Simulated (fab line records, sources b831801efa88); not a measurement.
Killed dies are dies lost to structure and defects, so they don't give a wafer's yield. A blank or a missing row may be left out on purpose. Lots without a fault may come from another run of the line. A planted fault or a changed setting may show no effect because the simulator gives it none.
A struck lot beside a sound one | flow sfq_line | 20 steps out of a route of 325
Sound: wafers L669.4, L669.5, L669.6. Struck: wafer L682.5. (L682.4 of the same lot was not struck and is left out.) The cause comes at the end.
At each step with rows: each side's tool, then ch and its chambers, then its first start. Under that, the readings that differ: sound wafers | struck wafers | difference of the means | sigmas: that difference in standard deviations of wafers without a fault.
alike: readings whose means differ by less than 2 such deviations, and words and numbers that are the same on both sides. not compared: withheld readings, readings that some wafer has no value for, bounds like >300 that may hide the same value, and numbers for which the record gives no deviation and whose values overlap.
The two part at a step that has a row with sigmas, a row that says differs or no value, or rows on one side only. Numbers that don't overlap but have no deviation are shown without sigmas and don't part them. A reading that every wafer of one side lacks parts them only if that side has two wafers or more.

first, 5 steps without rows for these wafers: SFQ_TRILAYER_R5_LITHO_COAT_136 (resist thk 600 nm); SFQ_TRILAYER_R5_LITHO_SOFTBAKE_140; SFQ_TRILAYER_R5_LITHO_EXPOSE_137 (exposes mask R5, target cd 500 nm); SFQ_TRILAYER_R5_LITHO_PEB_139 (peb time 60 s); SFQ_TRILAYER_R5_LITHO_DEVELOP_138 (time 60 s).
SFQ_R5_OVL_MEAS_935:
  sound on overlay-01, day 53 06:25; struck on overlay-02, day 57 04:40
  reading     | sound  | struck | difference | sigmas
  R5_OVL (nm) | 0 -8 0 | 16     | +19        | +4
SFQ_TRILAYER_R5_BARC_OPEN_METAL_ETCH_177: etches BARC in O2, target depth 125 nm, time 41.7 s.
  sound on rie_metal-04 ch 0,1, day 53 06:27; struck on rie_metal-02 ch 1, day 57 04:42
  alike: drypump_motor_current_A, oes_product_au
  not compared: rf_hours_counter_h
SFQ_TRILAYER_R5_ETCH_METAL_ETCH_139: etches the open film in Cl2, stops on SiO2, target depth 60 nm, time 40 s.
  sound on rie_metal-04 ch 0,1, day 53 06:31; struck on rie_metal-02 ch 1, day 57 04:46
  alike: drypump_motor_current_A, oes_product_au
  not compared: rf_hours_counter_h
SFQ_TRILAYER_R5_STRIP_STRIP_140: strips in O2.
  sound on rie_metal-04 ch 0,1, day 53 06:45; struck on rie_metal-02 ch 1, day 57 05:00
  alike: drypump_motor_current_A, oes_product_au
  not compared: rf_hours_counter_h
then, 1 step without rows for these wafers: SFQ_TRILAYER_R5_STRIP_SOLV_CLEAN_141 (cleans in NMP, time 600 s).
SFQ_TRILAYER_A5C_DEP_PECVD_142: deposits SiO2 from SiH4/N2O, time 15.556 s, target thk 70 nm.
  sound on pecvd-03 ch 0,1,2, day 53 07:20; struck on pecvd-02 ch 1, day 57 05:35
  reading                | sound          | struck | difference | sigmas
  heater_power_w (W)     | 96 86 90       | 51     | -40        | -2
  throttle_valve_pct (%) | 22.4 23.1 23.5 | 25.6   | +2.6       | +3
  alike: showerhead_vpp_V
then, 1 step without rows for these wafers: SFQ_TRILAYER_I5_LITHO_COAT_149 (resist thk 62 nm).
SFQ_TRILAYER_I5_LITHO_COAT_144: resist thk 650 nm.
  sound on litho_track-04 ch 0, day 53 07:48; struck on litho_track-01 ch 0, day 57 06:03
  reading                                             | sound             | struck | difference | sigmas
  model.KrF_of_TRILAYER_I5_LITHO_COAT_144.thk_nm (nm) | 649.5 650.2 649.7 | 637.7  | -12.1      |
  alike: exhaust_pa
then, 4 steps without rows for these wafers: SFQ_TRILAYER_I5_LITHO_SOFTBAKE_148; SFQ_TRILAYER_I5_LITHO_EXPOSE_145 (exposes mask I5, target cd 700 nm); SFQ_TRILAYER_I5_LITHO_PEB_147 (peb time 60 s); SFQ_TRILAYER_I5_LITHO_DEVELOP_146 (time 60 s).
SFQ_I5_OVL_MEAS_936:
  sound on overlay-02, day 54 07:44; struck on overlay-01, day 58 14:23
  alike: I5_OVL
SFQ_TRILAYER_I5_BARC_OPEN_VIA_ETCH_200: etches BARC in O2, target depth 125 nm, time 41.7 s.
  sound on rie_diel-02 ch 1,2, day 54 07:44; struck on rie_diel-01 ch 1, day 58 14:23
  reading                                             | sound           | struck | difference | sigmas
  model.KrF_of_TRILAYER_I5_LITHO_COAT_144.thk_nm (nm) | 572.8 574 572.7 | 561.4  | -11.8      |
  alike: drypump_motor_current_A, oes_product_au
  not compared: rf_hours_counter_h
SFQ_TRILAYER_I5_ETCH_VIA_ETCH_147: etches the open film in CHF3, stops on Nb, target depth 360 nm.
  sound on rie_diel-02 ch 1,2, day 54 07:47; struck on rie_diel-01 ch 1, day 58 14:26
  alike: drypump_motor_current_A, oes_product_au

WHERE THEY PART
First at SFQ_R5_OVL_MEAS_935; last, within this record, at SFQ_TRILAYER_A5C_DEP_PECVD_142. Later steps at which nothing parts them and some readings are alike: SFQ_TRILAYER_I5_LITHO_COAT_144, SFQ_I5_OVL_MEAS_936, SFQ_TRILAYER_I5_BARC_OPEN_VIA_ETCH_200, SFQ_TRILAYER_I5_ETCH_VIA_ETCH_147.

WHY: what the simulator had put in
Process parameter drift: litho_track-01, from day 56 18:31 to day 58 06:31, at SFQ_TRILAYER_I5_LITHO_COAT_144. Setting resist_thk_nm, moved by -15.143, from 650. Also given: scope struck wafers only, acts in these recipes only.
